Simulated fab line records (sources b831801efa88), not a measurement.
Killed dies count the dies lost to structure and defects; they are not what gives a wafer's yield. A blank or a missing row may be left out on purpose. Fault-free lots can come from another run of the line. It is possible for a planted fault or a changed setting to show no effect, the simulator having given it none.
One fault through the eyes of 2 desks | flow gf180mcu | each desk holds nothing but its own numbers, with what lay behind them at the end

THE METROLOGY DESK
Lot by lot, what the gauges showed, no matter which tool ran the lot: averages of those sampled wafers that carry a number. The brackets show how far a lot's mean lies from the usual mean; more than 4 standard deviations puts the lot out of limits, marked OUT.
Columns: A = cdNm at GF_V5_CD_MEAS_14, usual 259.7 nm
lot  | first seen here | A
L934 | day 27 03:29    | 260.5
L937 | day 28 01:19    | 260.8
L938 | day 28 06:38    | 259.5
L941 | day 29 17:11    | 258.9
L942 | day 30 11:13    | 259.2
L944 | day 30 14:33    | 257.8
L943 | day 30 20:47    | 261.7
L946 | day 31 05:33    | 259.7
L949 | day 31 15:40    | 272.3 (+11) OUT
L951 | day 32 07:23    | 268.7 (+8.2) OUT
L955 | day 33 08:40    | 258.6
L954 | day 33 09:16    | 260.2
Finding of this desk: L949, L951 out of limits; the first was L949 at day 31 15:40, on cdNm at GF_V5_CD_MEAS_14. L934, L937, L938, L941, L942, L944, L943, L946, L955, L954: within limits.

AT THE TOOL OWNER'S DESK: krfScanner-02
The tool's own readings at GF_V5_EXPOSE_11 (exposes mask Via5, target cd 260 nm): means of the sampled wafers that have a number, for each lot that ran on this tool. The brackets show how far a lot's mean lies from the usual mean; more than 4 standard deviations puts the lot out of limits, marked OUT.
Columns: A = exposureDoseMJCm2 at GF_V5_EXPOSE_11, usual 37.92
lot  | first seen here | A
L934 | day 26 17:48    | 37.79
L937 | day 27 15:31    | 37.77
L938 | day 27 20:56    | 37.82
L941 | day 29 08:24    | 37.82
L949 | day 31 07:23    | 41.18 (+33) OUT
L951 | day 31 22:40    | 40.53 (+26) OUT
Finding of this desk: L949, L951 out of limits; the first was L949 at day 31 07:23, on exposureDoseMJCm2 at GF_V5_EXPOSE_11. L934, L937, L938, L941: within limits.

ALL TOGETHER
On L949, L951, at day 31 07:23, an alarm was possible from the tool owner's desk.
On L949, L951, the metrology desk was in a position to raise an alarm at day 31 15:40.
On krfScanner-02, each named lot ran GF_V5_EXPOSE_11.

WHAT THE SIMULATOR HAD PUT IN
Drift in process parameters on krfScanner-02 at GF_V5_EXPOSE_11, starting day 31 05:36. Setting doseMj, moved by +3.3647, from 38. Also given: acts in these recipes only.
Shown lots that were struck: L949, L951.
Counting hours from when the fault started, the first reading out of limits came at 2 for the tool owner's desk and at 10 for the metrology desk.
